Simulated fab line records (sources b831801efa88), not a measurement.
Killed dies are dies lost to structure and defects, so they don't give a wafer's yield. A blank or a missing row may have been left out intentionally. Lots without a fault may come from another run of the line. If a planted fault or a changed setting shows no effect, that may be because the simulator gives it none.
A struck lot beside a sound one -- flow sky130 -- 15 out of 708 route steps
Sound: wafers L479.3, L479.4, L479.5. Wafers struck: L493.1, L493.5, L493.6. The cause is named last.
For every step that has rows: the tool of each side, followed by ch and its chambers, followed by its first start. Under that, the readings that differ: sound wafers -- struck wafers -- difference of the means -- sigmas: that difference in standard deviations of wafers without a fault.
alike: a reading whose means differ by less than 2 such deviations, as well as words and numbers matching on both sides. not compared: withheld readings; readings where some wafer has no value; bounds like >300 that might hide an equal value; numbers whose values overlap and for which the record gives no deviation.
A row with sigmas, a row that says differs or no value, or rows on one side alone: a step with any of these is where the two part. Non-overlapping numbers with no deviation appear without sigmas and do not part them. A reading that every wafer of one side lacks parts them only if that side has two wafers or more.

first, 7 steps without rows for these wafers: SKY_VIA3_HMDS_05 (prime time 60 s); SKY_VIA3_COAT_06 (resist thk 60 nm); SKY_VIA3_COAT_07 (resist thk 450 nm); SKY_VIA3_SOFTBAKE_08 (time 90 s); SKY_VIA3_EXPOSE_09 (exposes mask VIM3, target cd 200 nm); SKY_VIA3_PEB_10; SKY_VIA3_DEVELOP_11 (develop time 60 s).
SKY_VIA3_CD_MEAS_12: target cd 200 nm.
  sound: cdSem-02 at day 40 08:41; struck: cdSem-02 at day 44 23:37
  alike: cdNm
SKY_VIA3_OVL_MEAS_13:
  sound: overlay-02 at day 40 08:46; struck: overlay-01 at day 44 23:44
  alike: VIA3_OVL
SKY_VIA3_ETCH_14: etches BARC in N2/H2, stops on SiO2, time 45.9 s, target depth 60 nm.
  sound on rieDiel-03 ch 1,3, day 40 08:48; struck on rieDiel-01 ch 0,1, day 44 23:46
  alike: drypumpMotorCurrentA, oesProductAu, throttleValvePct
  not compared: rfHoursCounterH
SKY_VIA3_ETCH_15: etches SiO2 in C4F8/O2/Ar, stops on TiN, target depth 507 nm, time 78 s.
  sound on rieDiel-03 ch 1,3, day 40 08:50; struck on rieDiel-01 ch 0,1, day 44 23:49
  alike: oesProductAu
  not compared: rfHoursCounterH
SKY_VIA3_STRIP_16: strips in O2/N2.
  sound on plasmaAsher-04 ch 0,1, day 40 08:56; struck on plasmaAsher-01 ch 0,1, day 44 23:53
reading,sound,struck,difference,sigmas
stripTimeToEndpointS (s),4.171 4.170 4.179,4.111 4.085 4.103,-0.074,-3
  alike: chamberPressureMTorr, drypumpMotorCurrentA, oesProductAu
  not compared: rfHoursCounterH
SKY_VIA3_STRIP_17: strips in post etch residue remover, time 1200 s.
  sound on wetBench-01 ch 2, day 40 09:00; struck on wetBench-04 ch 3, day 44 23:59
  no value came back on the struck wafers for bathGuardTempC (C), bathHeatDutyPct (%); on the sound wafers bathGuardTempC (C) reads 72.1 71.9 72.4
then, 1 step without rows for these wafers: SKY_VIA3_CLEAN_18 (cleans in IPA, time 180 s).
-- the record jumps here: 5 days lie between the struck wafers' starts before and after (it left off in module VIA3 and takes up again in module PAD_OPEN, whose first step shown is number 708 of the route) --
SKY_PAD_OPEN_PROBE_99:
  sound: prober-02 at day 46 09:05; struck: prober-02 at day 50 03:07
reading,sound,struck,difference,sigmas
model.etest.via3Chain.rcOhm,9.11 9.29 9.368,12.1 12.23 11.8,+2.8,
  alike: defectLimitedYield, killed_at_M0_to_M3, killed_at_M4_up, killedAtContacts, killedAtFrontEnd, killedAtOther, killedDies, killedOpen, killedShort, sort_bin_3_pad_short, sort_bin_5_function, sort_bin_6_memory, sortNPass, sortYieldPct

WHERE THEY PART
At SKY_VIA3_STRIP_16 first; at SKY_VIA3_STRIP_17 last (within this record only). Later steps at which nothing parts them and some readings are alike: SKY_PAD_OPEN_PROBE_99.

WHY: what the simulator had put in
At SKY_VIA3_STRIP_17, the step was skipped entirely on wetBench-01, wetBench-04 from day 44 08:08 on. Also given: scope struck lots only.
